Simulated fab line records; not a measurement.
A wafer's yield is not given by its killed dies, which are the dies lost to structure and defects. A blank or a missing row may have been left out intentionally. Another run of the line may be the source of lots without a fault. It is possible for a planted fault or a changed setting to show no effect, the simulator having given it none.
Which tool is to blame? ; flow sky130 ; Sampling: 10 lots, 29 wafers, 7 of 708 route steps

== WHAT THE GAUGES SHOWED, per wafer ==
SKY_VIA3_RS_MEAS_22: uses a four-point probe to measure.
lot;measured;on;VIA3_W_RS (ohm/sq)
L312;day 39 16:29;film metro-03;0.2940 0.2951 0.2921
L313;day 40 08:11;film metro-02;0.2979 0.2932 0.2980
L314;day 40 13:04;film metro-03;0.2904 0.2914 0.2927
L316;day 40 21:00;film metro-03;0.2923 0.2953 0.2940
L323;day 42 20:37;film metro-04;0.2922 0.2928 0.2934
L324;day 43 00:17;film metro-03;0.2938 0.2303 0.2965
L325;day 43 11:34;film metro-04;0.2999 0.2330 0.2980
L327;day 43 17:26;film metro-02;0.2299 0.2287
L329;day 44 13:43;film metro-03;0.2904 0.2910 0.2940
L335;day 46 01:41;film metro-03;0.2943 0.2938 0.2969

SKY_VIA3_THK_MEAS_23: measures by xrf.
lot;measured;on;VIA3_W_THK (nm)
L312;day 39 16:36;film metro-03;395 390 394
L313;day 40 08:16;film metro-02;377 380 376
L314;day 40 13:10;film metro-03;391 390 387
L316;day 40 21:07;film metro-03;391 385 387
L323;day 42 20:43;film metro-04;389 385 387
L324;day 43 00:24;film metro-03;390 498 385
L325;day 43 11:41;film metro-04;376 476 375
L327;day 43 17:32;film metro-02;478 474
L329;day 44 13:49;film metro-03;401 397 395
L335;day 46 01:48;film metro-03;394 394 394

SKY_METAL5_RS_MEAS_05: uses a four-point probe to measure.
lot;measured;on;METAL5_ALCU_RS (ohm/sq)
L312;day 42 19:28;film metro-02;0.0273 0.0274 0.0278
L313;day 43 11:50;film metro-01;0.0272 0.0268 0.0273
L314;day 43 15:57;film metro-01;0.0263 0.0267 0.0264
L316;day 43 23:44;film metro-01;0.0273 0.0268 0.0267
L323;day 45 19:41;film metro-02;0.0267 0.0269 0.0270
L324;day 46 00:18;film metro-04;0.0273 0.0273 0.0279
L325;day 46 11:06;film metro-02;0.0270 0.0274 0.0271
L327;day 46 15:58;film metro-02;0.0266 0.0271
L329;day 47 08:13;film metro-04;0.0274 0.0269 0.0270
L335;day 48 17:28;film metro-04;0.0268 0.0273 0.0275

== WHAT TOOL EACH LOT RAN ON (gives the tool, then ch and the chambers of the sampled wafers, and finally the start) ==
lot;SKY_LI_CONTACT_ETCH_14;SKY_LI_CONTACT_SPUTTER_20;SKY_VIA3_CVD_21;SKY_VIA3_CMP_24
L312;rie diel-02 ch 1,2,3, day 29 04:00;pvd sputter-03, day 29 04:30;cvd w-02 ch 1, day 39 16:14;cmp-02 ch 2,3, day 39 16:43
L313;rie diel-02 ch 1,2,3, day 29 22:00;pvd sputter-02, day 29 22:29;cvd w-02 ch 0,1, day 40 08:02;cmp-01 ch 1,2,3, day 40 08:36
L314;rie diel-03 ch 1,3, day 30 05:47;pvd sputter-03, day 30 06:19;cvd w-02 ch 0,1, day 40 12:56;cmp-01 ch 0,1,2, day 40 13:18
L316;rie diel-03 ch 0,1,3, day 30 14:30;pvd sputter-04, day 30 15:00;cvd w-02 ch 0,1, day 40 20:51;cmp-01 ch 0,1,2, day 40 21:10
L323;rie diel-01 ch 0,2, day 32 17:17;pvd sputter-02, day 32 17:46;cvd w-02 ch 0,1, day 42 20:30;cmp-02 ch 0,1,2, day 42 20:49
L324;rie diel-01 ch 0,1,2, day 32 21:20;pvd sputter-02, day 32 21:49;cvd w-02 ch 0,1, day 43 00:10;cmp-02 ch 1,2,3, day 43 00:28
L325;rie diel-01 ch 0,2,3, day 33 09:50;pvd sputter-04, day 33 10:22;cvd w-02 ch 0,1, day 43 11:26;cmp-01 ch 0,2,3, day 43 11:44
L327;rie diel-02 ch 0,3, day 33 18:47;pvd sputter-02, day 33 19:17;cvd w-02 ch 0, day 43 17:19;cmp-02 ch 1,2, day 43 17:35
L329;rie diel-03 ch 1,2, day 34 17:24;pvd sputter-03, day 34 17:54;cvd w-01 ch 0,1, day 44 13:35;cmp-01 ch 0,1,2, day 44 13:51
L335;rie diel-02 ch 0,1, day 36 11:44;pvd sputter-02, day 36 12:16;cvd w-01 ch 0,1, day 46 01:32;cmp-02 ch 1,2,3, day 46 01:54
- SKY_LI_CONTACT_ETCH_14: etches BARC in N2/H2, stops on SiO2, time 45.9 s, target depth 60 nm.
- SKY_LI_CONTACT_SPUTTER_20: material TiN, target thk 20 nm, time 80 s.
- SKY_VIA3_CVD_21: deposits W, target thk 390 nm, time 117.31 s.
- SKY_VIA3_CMP_24: polishes, stops on SiO2, t overpolish 20 s, target thk 0 nm.

== WHAT THE TOOLS THEMSELVES READ (means of the sampled wafers that have a number; where no wafer has one, the mark that the record gives instead) ==
SKY_LI_CONTACT_ETCH_14.
lot;tool;drypump motor current A (A);n2 flow sccm (sccm);oes product au (a.u.);throttle valve pct (%)
L312;rie diel-02;5.6;100.05;0.856;13.225
L313;rie diel-02;5.6;99.97;0.854;13.221
L314;rie diel-03;5.8;100.18;0.855;13.226
L316;rie diel-03;6.0;100.26;0.854;13.230
L323;rie diel-01;5.8;99.80;0.856;13.227
L324;rie diel-01;5.9;100.06;0.857;13.212
L325;rie diel-01;5.8;100.12;0.856;13.232
L327;rie diel-02;5.8;99.96;0.855;13.218
L329;rie diel-03;5.8;100.05;0.854;13.239
L335;rie diel-02;5.4;100.11;0.853;13.223

SKY_LI_CONTACT_SPUTTER_20.
lot;tool;throttle valve pct (%)
L312;pvd sputter-03;30.4
L313;pvd sputter-02;29.9
L314;pvd sputter-03;29.6
L316;pvd sputter-04;30.3
L323;pvd sputter-02;29.5
L324;pvd sputter-02;29.3
L325;pvd sputter-04;29.4
L327;pvd sputter-02;31.0
L329;pvd sputter-03;29.6
L335;pvd sputter-02;29.5

SKY_VIA3_CVD_21.
lot;tool;heater power w (W)
L312;cvd w-02;742
L313;cvd w-02;803
L314;cvd w-02;786
L316;cvd w-02;765
L323;cvd w-02;813
L324;cvd w-02;797
L325;cvd w-02;804
L327;cvd w-02;842
L329;cvd w-01;805
L335;cvd w-01;815

SKY_VIA3_CMP_24.
lot;tool;motor current A (A);time to endpoint s (s)
L312;cmp-02;12.7;87
L313;cmp-01;10.1;97
L314;cmp-01;10.5;94
L316;cmp-01;10.5;97
L323;cmp-02;11.9;98
L324;cmp-02;12.0;105
L325;cmp-01;10.5;106
L327;cmp-02;11.3;116
L329;cmp-01;10.6;99
L335;cmp-02;12.4;94

== THE ANSWER, worked out from the rows above alone ==
Rule: the usual values come from the lots themselves. The widest of any qualifying gaps counts: lots, ordered by their means at a reading, are off when they make up no more than a third of the lots, leave a main group of 4 or more, and stand apart from it by 3 or more times the standard deviation of that group's means. A main group is skipped when, at the precision printed for the reading in the tables above, its means are all equal. A lot without any number at a reading at which 4 lots or more have one is off too. Where the step has rows for the other lots, those lots are counted as sound. After the gauges, taken in route order, come the tools' own readings; for these a lot's mean is taken, as printed above. At the first step where some lot is off, the reading lying furthest off is the one used; lots without a number count as furthest.
Off: at SKY_VIA3_RS_MEAS_22 (VIA3_W_RS), L324, L325, L327. The main group has a mean of 0.2936 ohm/sq with a standard deviation of 0.0016.
If a tool, at a process step before that reading, ran all the lots that are off and no sound lot after the first of them, it fits. Those tools and the gauges at SKY_VIA3_RS_MEAS_22 are tried in the same way. One fits: SKY_VIA3_CVD_21 on cvd w-02. Its last sound lot is L323 (day 42 20:30), its first lot that is off L324 (day 43 00:10): a fault that began between those two fits.

== WHAT THE SIMULATOR HAD PUT IN ==
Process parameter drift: cvd w-02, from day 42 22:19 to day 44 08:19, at SKY_VIA3_CVD_21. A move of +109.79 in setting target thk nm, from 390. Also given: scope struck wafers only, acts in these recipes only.
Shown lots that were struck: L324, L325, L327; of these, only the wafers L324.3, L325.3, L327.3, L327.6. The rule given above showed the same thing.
